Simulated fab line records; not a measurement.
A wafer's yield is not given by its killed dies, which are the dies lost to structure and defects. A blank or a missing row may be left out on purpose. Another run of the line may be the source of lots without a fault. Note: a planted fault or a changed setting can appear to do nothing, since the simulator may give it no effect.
Matching of chambers | flow gf180mcu | cmp-01 running GF_V1_CMP_26: 4 sister chambers
The step polishes, stops on SiO2, t overpolish 15 s, target thk 0 nm. 8 wafers are shown with their chamber, then 12 later ones without.

WAFERS WITH THEIR CHAMBER
wafer  | chamber | motor_current_A (A) | time_to_endpoint_s (s)
L084.2 | 3       | 11.8                | 81
L085.2 | 1       | 11.0                | 87
L085.6 | 0       | 10.3                | 89
L086.1 | 1       | 10.8                | 85
L086.3 | 0       | 10.8                | 89
L087.1 | 3       | 12.2                | 85
L087.2 | 2       | 11.2                | 90
L087.6 | 2       | 10.7                | 92

WAFERS WHOSE CHAMBER IS MISSING
wafer  | motor_current_A (A) | time_to_endpoint_s (s)
L090.1 | 11.4                | 83
L090.2 | 10.9                | 84
L090.6 | 11.1                | 83
L091.3 | 10.2                | 89
L091.4 | 10.6                | 92
L091.6 | 10.7                | 89
L092.1 | 10.6                | 83
L092.3 | 11.1                | 86
L092.5 | 11.1                | 83
L094.2 | 10.9                | 83
L094.4 | 11.8                | 84
L094.6 | 12.1                | 82

WHICH CHAMBER EACH ONE RAN IN
wafer  | from the rows above          | in truth
L090.1 | can't be placed: 3 or 1      | 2
L090.2 | can't be placed: 1 or 0      | 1
L090.6 | can't be placed: 1 or 3      | 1
L091.3 | can't be placed: 0 or 2 or 1 | 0
L091.4 | can't be placed: 2 or 0      | 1
L091.6 | can't be placed: 0 or 2 or 1 | 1
L092.1 | can't be placed: 1 or 0      | 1
L092.3 | can't be placed: 1 or 0      | 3
L092.5 | can't be placed: 1 or 3      | 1
L094.2 | can't be placed: 1 or 0 or 3 | 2
L094.4 | 3                            | 3
L094.6 | 3                            | 3
Placed correctly: 2 of 12. From these rows, 10 cannot be placed; in 6 the true chamber is one of the candidates. Number placed wrongly: 0.
How it was worked out, from the rows above alone: a wafer's distance from a chamber is the root of the sum, over the readings, of the square of ((its reading less the chamber's mean) divided by the reading's scatter). If the next closest chamber is less than 2 further off than the closest, the wafer can't be placed; otherwise it belongs to the closest. Each chamber's mean is taken over the wafers shown for it. How the scatter is found: for the shown wafers, subtract from each reading the mean of its chamber, square and add these, divide the total by (wafers less chambers), then take the root.
